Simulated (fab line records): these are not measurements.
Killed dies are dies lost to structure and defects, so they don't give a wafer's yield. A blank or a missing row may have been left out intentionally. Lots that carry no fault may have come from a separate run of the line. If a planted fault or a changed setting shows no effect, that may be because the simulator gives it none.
A lot that was struck, set against a sound lot	flow sky130	14 steps out of a route of 708
Sound: wafers L177.1, L177.5, L177.6. Wafers struck: L187.1, L187.2, L187.5. The cause comes at the end.
For every step that has rows: the tool of each side, followed by ch and its chambers, followed by its first start. Under that, the readings that differ: sound wafers	struck wafers	difference of the means	sigmas: that difference in standard deviations of wafers without a fault.
alike: readings whose means differ by less than 2 such deviations, and words and numbers that are the same on both sides. not compared: withheld readings, readings that some wafer has no value for, bounds like >300 that may hide the same value, and numbers for which the record gives no deviation and whose values overlap.
A row with sigmas, a row that says differs or no value, or rows on one side alone: a step with any of these is where the two part. Numbers that don't overlap but have no deviation are shown without sigmas and don't part them. A reading that every wafer of one side lacks parts them only if that side has two wafers or more.

first, 1 step without rows for these wafers: SKY_METAL5_CLEAN_19 (cleans in O3/DIW).
SKY_PASSIVATION_CVD_00: deposits SiO2, target thk 90 nm.
  sound on pecvd-03 ch 0,1,2, day 46 23:14; struck on pecvd-02 ch 0,1,2, day 49 01:14
  alike: heater power outer w, heater power w, susceptor temp C
SKY_PASSIVATION_THK_MEAS_01:
  sound on film metro-02 at day 46 23:16; struck on film metro-04 at day 49 01:15
  alike: PASSIVATION_CVD_00_THK
SKY_PASSIVATION_CVD_02: deposits Si3N4, target thk 540 nm.
  sound on pecvd-04 ch 0,1, day 46 23:19; struck on pecvd-03 ch 0,1,2, day 49 01:19
  alike: heater power outer w, heater power w, susceptor temp C
SKY_PASSIVATION_THK_MEAS_03:
  sound on film metro-01 at day 46 23:32; struck on film metro-04 at day 49 01:32
  alike: PASSIVATION_CVD_02_THK
then, 7 steps without rows for these wafers: SKY_PASSIVATION_DEHYDRATE_04 (time 60 s); SKY_PASSIVATION_HMDS_05 (prime time 60 s); SKY_PASSIVATION_COAT_06 (resist thk 3000 nm); SKY_PASSIVATION_SOFTBAKE_07; SKY_PASSIVATION_EXPOSE_08 (exposes mask NSM, target cd 3000 nm); SKY_PASSIVATION_PEB_09; SKY_PASSIVATION_DEVELOP_10 (develop time 60 s).
SKY_PASSIVATION_ETCH_11: etches the open film in CF4/O2, stops on AlCu, target depth 725 nm, time 161.1 s.
  sound on rie diel-04 ch 0,1, day 47 19:12; struck on rie diel-01 ch 0,2, day 49 19:14
  no value came back on the struck wafers for any of 7 readings (O2_flow_sccm (sccm), bias w (W) and others); on the sound wafers O2_flow_sccm (sccm) reads 9.93 9.95 10.01
reading	sound	struck	difference	sigmas
model.coat_of_PASSIVATION_COAT_06.thk nm (nm)	2524 2515 2532	3004 3004 3002	+480	
  not compared: rf hours counter h
SKY_PASSIVATION_STRIP_12: strips in O2/N2.
  sound on plasma asher-04 ch 0,1, day 47 19:19; struck on plasma asher-03 ch 0,1, day 49 19:20
reading	sound	struck	difference	sigmas
strip time to endpoint s (s)	31.60 31.52 31.72	37.01 37.02 36.98	+5.39	+54
  alike: drypump motor current A, oes product au
  not compared: rf hours counter h

## WHERE THEY PART
Earliest at SKY_PASSIVATION_ETCH_11; latest, in this record, at SKY_PASSIVATION_STRIP_12.

WHY: what had been put in by the simulator
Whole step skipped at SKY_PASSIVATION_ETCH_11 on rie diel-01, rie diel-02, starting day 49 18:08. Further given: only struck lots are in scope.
